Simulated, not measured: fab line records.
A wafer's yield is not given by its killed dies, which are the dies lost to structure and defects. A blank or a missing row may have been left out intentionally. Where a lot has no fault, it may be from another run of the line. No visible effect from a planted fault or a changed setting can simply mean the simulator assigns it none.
Which tool is to blame? :: flow sky130 :: 13 lots with 39 wafers sampled at 4 steps, on a route of 708 steps

== WHAT THE GAUGES READ, wafer by wafer ==
SKY_METAL2_CD_MEAS_15: the cd target is 140 nm. Usual: cd_nm 140.6 nm, standard deviation 1.6.
lot: L330
measured: day 36 07:04
on: cd_sem-01
cd_nm (nm): 141.9 142.2 140.7
flag: 

lot: L338
measured: day 38 08:34
on: cd_sem-01
cd_nm (nm): 140.7 141.0 140.0
flag: 

lot: L340
measured: day 38 21:01
on: cd_sem-02
cd_nm (nm): 142.5 142.3 143.5
flag: 

lot: L343
measured: day 40 07:13
on: cd_sem-02
cd_nm (nm): 140.8 141.3 139.9
flag: 

lot: L344
measured: day 40 10:26
on: cd_sem-02
cd_nm (nm): 143.2 141.4 141.1
flag: 

lot: L345
measured: day 40 17:19
on: cd_sem-01
cd_nm (nm): 139.9 140.7 139.9
flag: 

lot: L347
measured: day 41 11:44
on: cd_sem-02
cd_nm (nm): 137.9 138.8 138.1
flag: 

lot: L348
measured: day 42 05:01
on: cd_sem-01
cd_nm (nm): 140.6 139.6 138.6
flag: 

lot: L351
measured: day 42 09:01
on: cd_sem-01
cd_nm (nm): 141.2 140.2 140.3
flag: 

lot: L350
measured: day 42 10:29
on: cd_sem-02
cd_nm (nm): 140.0 142.1 139.8
flag: 

lot: L349
measured: day 42 11:26
on: cd_sem-01
cd_nm (nm): 140.2 139.9 140.0
flag: 

lot: L352
measured: day 42 15:41
on: cd_sem-01
cd_nm (nm): 140.0 138.2 138.7
flag: 

lot: L353
measured: day 42 21:59
on: cd_sem-02
cd_nm (nm): 139.3 140.5 139.9
flag: 

SKY_METAL2_OVL_MEAS_16. Usual: METAL2_OVL -2 nm, standard deviation 6.3.
lot: L330
measured: day 36 07:11
on: overlay-01
METAL2_OVL (nm): -7 -11 -13
flag: 

lot: L338
measured: day 38 08:41
on: overlay-02
METAL2_OVL (nm): -10 -4 -11
flag: 

lot: L340
measured: day 38 21:07
on: overlay-02
METAL2_OVL (nm): 6 -9 3
flag: 

lot: L343
measured: day 40 07:20
on: overlay-02
METAL2_OVL (nm): 3 -4 0
flag: 

lot: L344
measured: day 40 10:34
on: overlay-02
METAL2_OVL (nm): -8 -6 -1
flag: 

lot: L345
measured: day 40 17:25
on: overlay-02
METAL2_OVL (nm): 3 -11 3
flag: 

lot: L347
measured: day 41 11:52
on: overlay-01
METAL2_OVL (nm): -13 -5 -13
flag: 

lot: L348
measured: day 42 05:08
on: overlay-02
METAL2_OVL (nm): -3 -4 -3
flag: 

lot: L351
measured: day 42 09:08
on: overlay-01
METAL2_OVL (nm): -1 -4 -6
flag: 

lot: L350
measured: day 42 10:35
on: overlay-02
METAL2_OVL (nm): 5 3 0
flag: 

lot: L349
measured: day 42 11:33
on: overlay-02
METAL2_OVL (nm): 1 3 -5
flag: 

lot: L352
measured: day 42 15:46
on: overlay-02
METAL2_OVL (nm): 4 -1 4
flag: 

lot: L353
measured: day 42 22:07
on: overlay-02
METAL2_OVL (nm): 1 3 -5
flag: 

SKY_CAPM_THK_MEAS_01. Usual: CAPM_CVD_00_THK 15.50 nm, standard deviation 0.22.
lot: L330
measured: day 37 12:47
on: film_metro-04
CAPM_CVD_00_THK (nm): 15.65 15.76 15.74
flag: 

lot: L338
measured: day 39 14:19
on: film_metro-03
CAPM_CVD_00_THK (nm): 16.82 16.81 17.12
flag: OFF

lot: L340
measured: day 40 01:35
on: film_metro-03
CAPM_CVD_00_THK (nm): 17.16 17.22 17.49
flag: OFF

lot: L343
measured: day 41 11:11
on: film_metro-01
CAPM_CVD_00_THK (nm): 15.17 15.32 15.45
flag: 

lot: L344
measured: day 41 14:48
on: film_metro-04
CAPM_CVD_00_THK (nm): 15.49 15.88 15.74
flag: 

lot: L345
measured: day 41 20:44
on: film_metro-01
CAPM_CVD_00_THK (nm): 15.26 15.34 15.78
flag: 

lot: L347
measured: day 42 15:44
on: film_metro-04
CAPM_CVD_00_THK (nm): 15.61 15.23 15.43
flag: 

lot: L348
measured: day 43 07:46
on: film_metro-04
CAPM_CVD_00_THK (nm): 15.43 15.62 15.50
flag: 

lot: L351
measured: day 43 12:09
on: film_metro-04
CAPM_CVD_00_THK (nm): 15.28 15.45 15.60
flag: 

lot: L350
measured: day 43 13:11
on: film_metro-01
CAPM_CVD_00_THK (nm): 15.55 15.82 15.81
flag: 

lot: L349
measured: day 43 14:08
on: film_metro-04
CAPM_CVD_00_THK (nm): 15.26 15.70 15.84
flag: 

lot: L352
measured: day 43 18:47
on: film_metro-04
CAPM_CVD_00_THK (nm): 15.63 15.70 15.54
flag: 

lot: L353
measured: day 44 00:26
on: film_metro-04
CAPM_CVD_00_THK (nm): 15.30 15.30 15.40
flag: 

== EACH LOT AND THE TOOL THAT RAN IT (in order: tool; ch and the chambers of the sampled wafers; start) ==
lot: L330
SKY_METAL3_SPUTTER_03: pvd_sputter-01, day 37 12:41

lot: L338
SKY_METAL3_SPUTTER_03: pvd_sputter-02, day 39 14:13

lot: L340
SKY_METAL3_SPUTTER_03: pvd_sputter-02, day 40 01:29

lot: L343
SKY_METAL3_SPUTTER_03: pvd_sputter-01, day 41 11:05

lot: L344
SKY_METAL3_SPUTTER_03: pvd_sputter-01, day 41 14:43

lot: L345
SKY_METAL3_SPUTTER_03: pvd_sputter-01, day 41 20:38

lot: L347
SKY_METAL3_SPUTTER_03: pvd_sputter-03, day 42 15:38

lot: L348
SKY_METAL3_SPUTTER_03: pvd_sputter-02, day 43 07:41

lot: L351
SKY_METAL3_SPUTTER_03: pvd_sputter-01, day 43 12:04

lot: L350
SKY_METAL3_SPUTTER_03: pvd_sputter-03, day 43 13:04

lot: L349
SKY_METAL3_SPUTTER_03: pvd_sputter-02, day 43 14:02

lot: L352
SKY_METAL3_SPUTTER_03: pvd_sputter-02, day 43 18:40

lot: L353
SKY_METAL3_SPUTTER_03: pvd_sputter-01, day 44 00:20
- SKY_METAL3_SPUTTER_03: material Ti, target thk 5 nm, time 3.3 s.

== AS READ BY THE TOOLS THEMSELVES (means over the sampled wafers that have a number; for cases with no such wafer, the mark the record gives instead) ==
SKY_METAL3_SPUTTER_03. Usual: chamber_pressure_pa 0.3999 Pa, standard deviation 0.00092; throttle_valve_pct 29.5 %, standard deviation 0.92.
lot: L330
tool: pvd_sputter-01
chamber_pressure_pa (Pa): 0.3999
throttle_valve_pct (%): 28.6
flag: 

lot: L338
tool: pvd_sputter-02
chamber_pressure_pa (Pa): 0.4006
throttle_valve_pct (%): 29.8
flag: 

lot: L340
tool: pvd_sputter-02
chamber_pressure_pa (Pa): 0.4004
throttle_valve_pct (%): 29.8
flag: 

lot: L343
tool: pvd_sputter-01
chamber_pressure_pa (Pa): 0.3997
throttle_valve_pct (%): 29.8
flag: 

lot: L344
tool: pvd_sputter-01
chamber_pressure_pa (Pa): 0.4005
throttle_valve_pct (%): 30.1
flag: 

lot: L345
tool: pvd_sputter-01
chamber_pressure_pa (Pa): 0.3985
throttle_valve_pct (%): 29.0
flag: 

lot: L347
tool: pvd_sputter-03
chamber_pressure_pa (Pa): 0.3995
throttle_valve_pct (%): 29.6
flag: 

lot: L348
tool: pvd_sputter-02
chamber_pressure_pa (Pa): 0.3996
throttle_valve_pct (%): 30.1
flag: 

lot: L351
tool: pvd_sputter-01
chamber_pressure_pa (Pa): 0.4001
throttle_valve_pct (%): 29.1
flag: 

lot: L350
tool: pvd_sputter-03
chamber_pressure_pa (Pa): 0.4001
throttle_valve_pct (%): 30.1
flag: 

lot: L349
tool: pvd_sputter-02
chamber_pressure_pa (Pa): 0.3990
throttle_valve_pct (%): 29.6
flag: 

lot: L352
tool: pvd_sputter-02
chamber_pressure_pa (Pa): 0.4007
throttle_valve_pct (%): 29.9
flag: 

lot: L353
tool: pvd_sputter-01
chamber_pressure_pa (Pa): 0.4005
throttle_valve_pct (%): 29.7
flag: 

== THE ANSWER, worked out from the rows above alone ==
Rule: a lot counts as off when the mean over its wafers that have a number is more than 3 standard deviations away from the usual mean. Also off: a lot with no number at a reading for which 4 or more lots have one. All remaining lots with rows at the step are treated as sound. After the gauges, taken in route order, come the tools' own readings; for these a lot's mean is taken, as printed above. The first step at which some lot is off is used, and at that step the reading that is off furthest; a lot without a number counts as furthest.
Off: L338, L340, at SKY_CAPM_THK_MEAS_01 (CAPM_CVD_00_THK).
If a tool, at a process step before that reading, ran all the lots that are off and no sound lot after the first of them, it fits. Those tools and the gauges at SKY_CAPM_THK_MEAS_01 are tried in the same way. One fits: SKY_CAPM_THK_MEAS_01 on film_metro-03. It ran no sound lot before its first lot that is off in this sample, so the start can't be narrowed down.

== WHAT THE SIMULATOR PUT IN ==
Metrology matching offset: film_metro-03, from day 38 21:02 on, at SKY_CAPM_THK_MEAS_01. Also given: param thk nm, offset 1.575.
Struck lots among those shown: L338, L340. The rule above found the same.
